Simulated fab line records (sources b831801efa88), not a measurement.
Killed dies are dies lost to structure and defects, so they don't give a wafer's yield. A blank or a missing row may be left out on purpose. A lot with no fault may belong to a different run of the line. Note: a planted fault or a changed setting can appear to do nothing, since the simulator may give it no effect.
The tool behind it: which one? | flow sfq_line | at 1 step of a route of 325, 14 lots with 42 wafers sampled

## WHAT EACH GAUGE READ, for each wafer
No reading from a measuring or inspecting step in the record can be judged against a usual standard deviation.

## WHAT TOOL EACH LOT RAN ON (gives the tool, then ch and the chambers of the sampled wafers, and finally the start)
lot  | SFQ_TRILAYER_M5_LITHO_PEB_126
L597 | litho_track-03 ch 0, day 49 17:18
L599 | litho_track-03 ch 0, day 50 02:28
L601 | litho_track-01 ch 0, day 55 08:50
L603 | litho_track-01 ch 0, day 55 22:00
L604 | litho_track-01 ch 0, day 56 01:41
L605 | litho_track-03 ch 0, day 56 18:30
L606 | litho_track-02 ch 0, day 58 18:01
L607 | litho_track-02 ch 0, day 58 19:14
L609 | litho_track-02 ch 0, day 63 14:46
L612 | litho_track-02, day 64 16:35
L613 | litho_track-01, day 64 18:59
L614 | litho_track-03 ch 0, day 64 21:25
L619 | litho_track-03 ch 0, day 66 01:43
L620 | litho_track-01 ch 0, day 66 06:43
- SFQ_TRILAYER_M5_LITHO_PEB_126: peb time 60 s.

## WHAT THE TOOLS THEMSELVES READ (means of the sampled wafers that have a number; where no wafer has one, the mark that the record gives instead)
SFQ_TRILAYER_M5_LITHO_PEB_126.
lot  | tool           | chill_plate_temp_C (C) | exhaust_pa (Pa)
L597 | litho_track-03 | 22.97                  | 45.2
L599 | litho_track-03 | 23.04                  | 44.4
L601 | litho_track-01 | 23.10                  | 44.1
L603 | litho_track-01 | 23.04                  | 45.0
L604 | litho_track-01 | 22.94                  | 44.7
L605 | litho_track-03 | 22.78                  | 44.9
L606 | litho_track-02 | 22.94                  | 44.6
L607 | litho_track-02 | 22.98                  | 44.5
L609 | litho_track-02 | 22.91                  | 45.4
L612 | litho_track-02 | -                      | -
L613 | litho_track-01 | -                      | -
L614 | litho_track-03 | 23.04                  | 44.0
L619 | litho_track-03 | 23.10                  | 45.2
L620 | litho_track-01 | 22.93                  | 46.7

## THE ANSWER, worked out from the rows above alone
Rule: usual is defined by the lots themselves. Put in order of their means at a reading, lots are off if they are a third of the lots or fewer, leave a main group of 4 or more, and stand apart from it by a gap of 3 or more times the standard deviation of the main group's means; of several such gaps the widest counts. A main group whose means are all the same, to the digits that the tables above print for the reading, isn't used. A lot without any number at a reading at which 4 lots or more have one is off too. Where the step has rows for the other lots, those lots are counted as sound. Order of review: gauges by route order, followed by the tools' own readings, for which a lot's mean as printed above is used. The first step at which some lot is off is used, and at that step the reading that is off furthest; a lot without a number counts as furthest.
Off at SFQ_TRILAYER_M5_LITHO_PEB_126 (chill_plate_temp_C): L612, L613. Without a number there: L612, L613. For the main group the mean is 22.98 C and the standard deviation 0.087.
A tool fits if, at that step or a process step before it, it ran every lot that is off, and no sound lot after the first of them. Not one of the candidates tried fits.

## WHAT WAS PUT IN BY THE SIMULATOR
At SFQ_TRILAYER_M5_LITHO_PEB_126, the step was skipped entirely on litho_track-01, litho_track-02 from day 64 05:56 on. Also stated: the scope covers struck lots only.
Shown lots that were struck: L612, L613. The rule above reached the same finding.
